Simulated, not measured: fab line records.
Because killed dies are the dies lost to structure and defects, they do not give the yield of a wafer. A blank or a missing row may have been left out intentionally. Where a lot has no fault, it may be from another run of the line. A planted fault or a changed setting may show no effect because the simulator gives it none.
Split-lot trial | flow sky130 | 23 wafers read across 5 lots, on a route 708 steps long

ABOUT THE SPLIT
At SKY_FIELD_ISO_OXIDATION_01 (stabilise 600 s, purge 300 s, target thk 12 nm), the setting temp_c was moved away from the recipe's 900 C on 10 of the 23 wafers read, by -2.0% to -1.8%. This setting was run at the recipe's value on the other wafers.

The file shows no step between the split and the reading.

THE READING
Values of FIELD_ISO_OXIDATION_00_THK in nm from SKY_FIELD_ISO_THK_MEAS_02. A value of 11.87 nm with a standard deviation of 0.26 nm is what fault-free wafers of this fab line usually give.

wafer  | tool, chamber at the split | temp_c as run, C | against the recipe | FIELD_ISO_OXIDATION_00_THK, nm | against lot-mates on the recipe
L074.1 | -, -                       | 884.2            | -1.8%              | 10.35                          | no lot-mate on the recipe
L074.2 | -, -                       | 884.2            | -1.8%              | 10.34                          | no lot-mate on the recipe
L074.3 | -, -                       | 884.2            | -1.8%              | 10.35                          | no lot-mate on the recipe
L074.4 | -, -                       | 884.2            | -1.8%              | 10.27                          | no lot-mate on the recipe
L074.6 | -, -                       | 884.2            | -1.8%              | 10.30                          | no lot-mate on the recipe
L077.1 | -, -                       | 900              | recipe             | 11.83                          | -
L077.2 | -, -                       | 900              | recipe             | 11.85                          | -
L077.3 | -, -                       | 900              | recipe             | 11.86                          | -
L077.4 | -, -                       | 900              | recipe             | 11.91                          | -
L077.5 | -, -                       | 900              | recipe             | 11.80                          | -
L079.1 | furnace-02, 0              | 900              | recipe             | 11.75                          | -
L079.4 | furnace-02, 0              | 900              | recipe             | 11.64                          | -
L079.5 | furnace-02, 0              | 900              | recipe             | 11.61                          | -
L080.1 | -, -                       | 882.3            | -2.0%              | 9.71                           | no lot-mate on the recipe
L080.2 | -, -                       | 882.3            | -2.0%              | 10.05                          | no lot-mate on the recipe
L080.4 | -, -                       | 882.3            | -2.0%              | 10.01                          | no lot-mate on the recipe
L080.5 | -, -                       | 882.3            | -2.0%              | 9.95                           | no lot-mate on the recipe
L080.6 | -, -                       | 882.3            | -2.0%              | 10.05                          | no lot-mate on the recipe
L085.1 | -, -                       | 900              | recipe             | 11.93                          | -
L085.2 | -, -                       | 900              | recipe             | 11.92                          | -
L085.3 | -, -                       | 900              | recipe             | 11.86                          | -
L085.4 | -, -                       | 900              | recipe             | 11.92                          | -
L085.6 | -, -                       | 900              | recipe             | 11.65                          | -

THE FIT
A straight line over all 23 wafers: FIELD_ISO_OXIDATION_00_THK changes by +0.903 nm for each +1% of temp_c; r = +0.99; the points scatter about the line by 0.12 nm.
Too few moved wafers have a lot-mate on the recipe to fit a line with each lot's own level taken away.

THE WHOLE CHAIN: every reading that the file lists as answering this split, in the file's order
step                       | what it does                                            | reading                                                                                | change (the file's fit)               | r (the file's)
SKY_FIELD_ISO_OXIDATION_01 | stabilise 600 s, purge 300 s, target thk 12 nm          | SiO2_of_FIELD_ISO_OXIDATION_01.thk_nm (the simulator's own value, which no gauge read) | +0.907 nm for each +1% of the setting | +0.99
SKY_FIELD_ISO_THK_MEAS_02  |                                                         | FIELD_ISO_OXIDATION_00_THK                                                             | +0.903 for each +1% of the setting    | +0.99
SKY_FIELD_ISO_WET_ETCH_29  | etches Si3N4 in H3PO4, target depth 160 nm, time 1825 s | SiO2_of_FIELD_ISO_OXIDATION_01.thk_nm (the simulator's own value, which no gauge read) | +0.916 nm for each +1% of the setting | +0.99

FILE'S OWN FIT
FIELD_ISO_OXIDATION_00_THK changes by +0.903 nm for each +1% of temp_c, r = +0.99.
